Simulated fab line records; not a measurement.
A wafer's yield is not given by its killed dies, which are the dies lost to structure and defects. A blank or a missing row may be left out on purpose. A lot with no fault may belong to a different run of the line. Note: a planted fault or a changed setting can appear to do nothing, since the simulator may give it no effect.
The tool behind it: which one?    flow sky130    13 lots with 39 wafers sampled at 3 steps, on a route of 708 steps

== WHAT THE GAUGES READ, wafer by wafer ==
SKY_SD_N_CD_MEAS_07: the cd target is 380 nm. Usual: cd-nm 379.7 nm, standard deviation 2.
lot   measured      on         cd-nm (nm)         flag
L477  day 27 22:25  cd-sem-01  379.1 379.2 377.9  
L478  day 28 05:40  cd-sem-01  378.8 376.4 377.8  
L480  day 28 22:56  cd-sem-02  380.6 380.6 381.5  
L479  day 28 23:16  cd-sem-02  378.9 380.0 381.6  
L481  day 29 16:14  cd-sem-01  380.2 380.5 381.7  
L482  day 30 00:06  cd-sem-01  377.0 378.4 376.0  
L485  day 30 12:26  cd-sem-01  375.1 379.3 379.6  
L488  day 31 22:59  cd-sem-02  380.9 378.3 378.7  
L489  day 32 06:38  cd-sem-02  385.3 383.2 384.4  
L493  day 33 05:34  cd-sem-02  380.7 380.3 379.5  
L494  day 33 09:31  cd-sem-01  379.3 381.9 379.5  
L498  day 34 20:50  cd-sem-02  380.3 380.4 377.5  
L500  day 35 06:35  cd-sem-01  381.6 380.8 382.0  

SKY_CONTACT_THK_MEAS_03. Usual: CONTACT_HDPCVD_THK 564 nm, standard deviation 8.
lot   measured      on             CONTACT_HDPCVD_THK (nm)  flag
L477  day 30 11:59  film-metro-03  563 564 577              
L478  day 30 18:10  film-metro-03  559 562 569              
L480  day 31 11:48  film-metro-02  569 552 559              
L479  day 31 12:12  film-metro-01  552 558 562              
L481  day 32 05:00  film-metro-02  579 564 570              
L482  day 32 11:26  film-metro-03  562 561 557              
L485  day 33 00:02  film-metro-01  560 562 555              
L488  day 34 08:21  film-metro-01  366 367 541 365 367 541  OFF
L489  day 34 16:02  film-metro-01  569 570 563              
L493  day 35 14:25  film-metro-03  575 572 569              
L494  day 35 17:58  film-metro-02  572 574 568              
L498  day 37 05:37  film-metro-02  565 562 563              
L500  day 37 16:04  film-metro-03  550 556 554              

== EACH LOT AND THE TOOL THAT RAN IT (in order: tool; ch and the chambers of the sampled wafers; start) ==
lot   SKY_CONTACT_HDPCVD_02
L477  hdpcvd-01 ch 0,1,2, day 30 11:55
L478  hdpcvd-01 ch 0,2, day 30 18:05
L480  hdpcvd-02 ch 0,1, day 31 11:43
L479  hdpcvd-01 ch 0,1,2, day 31 12:07
L481  hdpcvd-02 ch 0,2, day 32 04:56
L482  hdpcvd-02 ch 0,2, day 32 11:20
L485  hdpcvd-01 ch 0,1,2, day 32 23:58
L488  hdpcvd-01 ch 1,2, day 34 08:17
L489  hdpcvd-02 ch 0,1, day 34 15:57
L493  hdpcvd-02 ch 0,1,2, day 35 14:20
L494  hdpcvd-02 ch 0,1,2, day 35 17:53
L498  hdpcvd-02 ch 0,1, day 37 05:32
L500  hdpcvd-01 ch 0,1,2, day 37 16:00
- SKY_CONTACT_HDPCVD_02: deposits SiO2, target thk 565 nm, time 94.2 s.

== AS READ BY THE TOOLS THEMSELVES (means over the sampled wafers that have a number; for cases with no such wafer, the mark the record gives instead) ==
SKY_CONTACT_HDPCVD_02. Usual: susceptor-temp-C 600.00 C, standard deviation 0.28.
lot   tool       susceptor-temp-C (C)  flag
L477  hdpcvd-01  600.19                
L478  hdpcvd-01  600.05                
L480  hdpcvd-02  600.23                
L479  hdpcvd-01  599.92                
L481  hdpcvd-02  599.82                
L482  hdpcvd-02  599.89                
L485  hdpcvd-01  600.30                
L488  hdpcvd-01  600.18                
L489  hdpcvd-02  600.23                
L493  hdpcvd-02  600.09                
L494  hdpcvd-02  600.10                
L498  hdpcvd-02  600.10                
L500  hdpcvd-01  599.81                

== THE ANSWER, worked out from the rows above alone ==
Rule: take the mean of a lot's wafers that have a number; if it is more than 3 standard deviations from the usual mean, the lot is off. Also off: a lot with no number at a reading for which 4 or more lots have one. Where the step has rows for the other lots, those lots are counted as sound. Order of review: gauges by route order, followed by the tools' own readings, for which a lot's mean as printed above is used. The first step at which some lot is off is used, and at that step the reading that is off furthest; a lot without a number counts as furthest.
Off: at SKY_CONTACT_THK_MEAS_03 (CONTACT_HDPCVD_THK), L488.
A tool fits if, at a process step before that reading, it ran every lot that is off, and no sound lot after the first of them. Gauges at SKY_CONTACT_THK_MEAS_03: tried the same way as those tools. Not one of the candidates tried fits.

== WHAT THE SIMULATOR HAD INSERTED ==
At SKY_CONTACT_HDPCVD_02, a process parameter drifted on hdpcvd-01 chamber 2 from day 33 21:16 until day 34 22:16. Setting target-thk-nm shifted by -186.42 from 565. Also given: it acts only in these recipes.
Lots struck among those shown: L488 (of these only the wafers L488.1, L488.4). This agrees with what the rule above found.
